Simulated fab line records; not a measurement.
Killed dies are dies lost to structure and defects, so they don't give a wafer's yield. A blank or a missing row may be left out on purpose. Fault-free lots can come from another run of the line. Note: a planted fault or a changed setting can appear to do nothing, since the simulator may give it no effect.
Chamber matching / flow sky130 / cmp-02 running SKY_VIA2_CMP_02: 4 sister chambers
The step polishes SiO2. 8 wafers are shown with their chamber, then 11 later ones without.

WAFERS, EACH WITH ITS CHAMBER
wafer=L077.4; chamber=3; motor current A (A)=9.5; slurry filter dp kPa (kPa)=13.76
wafer=L088.1; chamber=0; motor current A (A)=10.9; slurry filter dp kPa (kPa)=13.40
wafer=L088.2; chamber=1; motor current A (A)=14.1; slurry filter dp kPa (kPa)=13.28
wafer=L088.3; chamber=2; motor current A (A)=10.7; slurry filter dp kPa (kPa)=13.64
wafer=L092.3; chamber=2; motor current A (A)=11.5; slurry filter dp kPa (kPa)=13.52
wafer=L092.4; chamber=0; motor current A (A)=11.4; slurry filter dp kPa (kPa)=13.41
wafer=L092.6; chamber=3; motor current A (A)=10.1; slurry filter dp kPa (kPa)=13.44
wafer=L093.1; chamber=1; motor current A (A)=14.1; slurry filter dp kPa (kPa)=13.49

WAFERS WITHOUT THEIR CHAMBER
wafer=L093.2; motor current A (A)=11.4; slurry filter dp kPa (kPa)=13.33
wafer=L093.5; motor current A (A)=12.6; slurry filter dp kPa (kPa)=13.51
wafer=L094.4; motor current A (A)=10.4; slurry filter dp kPa (kPa)=13.57
wafer=L094.5; motor current A (A)=11.6; slurry filter dp kPa (kPa)=13.54
wafer=L094.6; motor current A (A)=10.0; slurry filter dp kPa (kPa)=13.37
wafer=L096.2; motor current A (A)=14.0; slurry filter dp kPa (kPa)=13.74
wafer=L096.3; motor current A (A)=11.7; slurry filter dp kPa (kPa)=13.64
wafer=L096.6; motor current A (A)=14.5; slurry filter dp kPa (kPa)=13.43
wafer=L097.2; motor current A (A)=11.6; slurry filter dp kPa (kPa)=13.63
wafer=L097.3; motor current A (A)=11.3; slurry filter dp kPa (kPa)=13.08
wafer=L097.5; motor current A (A)=12.6; slurry filter dp kPa (kPa)=13.30

THE CHAMBER EACH PASSED THROUGH
wafer=L093.2; from the rows above=can't be placed: 0 or 2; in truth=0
wafer=L093.5; from the rows above=can't be placed: 0 or 2 or 1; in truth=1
wafer=L094.4; from the rows above=can't be placed: 3 or 2 or 0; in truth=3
wafer=L094.5; from the rows above=can't be placed: 2 or 0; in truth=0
wafer=L094.6; from the rows above=can't be placed: 3 or 0 or 2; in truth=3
wafer=L096.2; from the rows above=1; in truth=1
wafer=L096.3; from the rows above=can't be placed: 2 or 0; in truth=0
wafer=L096.6; from the rows above=1; in truth=1
wafer=L097.2; from the rows above=can't be placed: 2 or 0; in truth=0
wafer=L097.3; from the rows above=can't be placed: 0 or 2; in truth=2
wafer=L097.5; from the rows above=can't be placed: 0 or 1 or 2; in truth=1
2 of 11 placed correctly. These rows do not allow placing 9 (true chamber among the candidates in 9). Wrongly placed: 0.
How it was worked out, from the rows above alone: a wafer's distance from a chamber is the root of the sum, over the readings, of the square of ((its reading less the chamber's mean) divided by the reading's scatter). The wafer belongs to the nearest chamber; if the next one is less than 2 further off, it can't be placed. A chamber's mean is the mean of its shown wafers. How the scatter is found: for the shown wafers, subtract from each reading the mean of its chamber, square and add these, divide the total by (wafers less chambers), then take the root.
